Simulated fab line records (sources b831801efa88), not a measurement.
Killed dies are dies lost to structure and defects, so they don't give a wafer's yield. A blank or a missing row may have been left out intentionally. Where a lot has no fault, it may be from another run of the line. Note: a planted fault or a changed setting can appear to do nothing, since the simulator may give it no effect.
Which tool was responsible? -- flow gf180mcu -- 6 lots with 18 wafers sampled at 3 steps, on a route of 602 steps

## WHAT THE GAUGES READ, wafer by wafer
GF_HV_LDD_RS_MEAS_53: the measuring method here is four-point-probe.
lot,measured,on,HV_LDD_RS (ohm/sq)
L844,day 13 16:52,film metro-01,419.5 417.6 419.0
L847,day 14 10:52,film metro-01,421.5 421.7 421.7
L856,day 17 06:22,film metro-03,417.9 416.9 417.9
L858,day 17 19:32,film metro-04,419.8 417.5 418.3
L860,day 18 09:31,film metro-03,418.4 419.6 418.4
L864,day 19 15:59,film metro-01,417.8 417.6 418.1

## EACH LOT AND THE TOOL THAT RAN IT (in order: tool; ch and the chambers of the sampled wafers; start)
lot,GF_HV_LDD_IMPLANT_09,GF_HV_LDD_STRIP_49
L844,"implanter-02 ch 0, day 11 07:36","plasma asher-02 ch 0,1, day 13 16:35"
L847,"implanter-01 ch 0, day 12 00:10","plasma asher-02 ch 0,1, day 14 10:35"
L856,"implanter-02 ch 0, day 14 10:55","plasma asher-01 ch 0,1, day 17 06:06"
L858,"implanter-03 ch 0, day 14 22:58","plasma asher-02 ch 0,1, day 17 19:13"
L860,"implanter-01 ch 0, day 15 12:17","plasma asher-01 ch 0,1, day 18 09:13"
L864,"implanter-01 ch 0, day 16 16:04","plasma asher-01 ch 0,1, day 19 15:42"
- GF_HV_LDD_IMPLANT_09
- GF_HV_LDD_STRIP_49: strips in O2/N2.

## THE ANSWER, worked out from the rows above alone
Rule: what is usual is taken from the lots themselves. The widest of any qualifying gaps counts: lots, ordered by their means at a reading, are off when they make up no more than a third of the lots, leave a main group of 4 or more, and stand apart from it by 3 or more times the standard deviation of that group's means. If all means in a main group match to the digits the tables above print for the reading, that group is not used. Also off: a lot with no number at a reading for which 4 or more lots have one. All remaining lots with rows at the step are treated as sound.
Off: L847, seen at GF_HV_LDD_RS_MEAS_53 (HV_LDD_RS). Mean 418.3 ohm/sq and standard deviation 0.49 in the main group.
If a tool, at a process step before that reading, ran all the lots that are off and no sound lot after the first of them, it fits. The gauges at GF_HV_LDD_RS_MEAS_53 are tried like those tools. None of those tried fits.

## WHAT THE SIMULATOR PUT IN
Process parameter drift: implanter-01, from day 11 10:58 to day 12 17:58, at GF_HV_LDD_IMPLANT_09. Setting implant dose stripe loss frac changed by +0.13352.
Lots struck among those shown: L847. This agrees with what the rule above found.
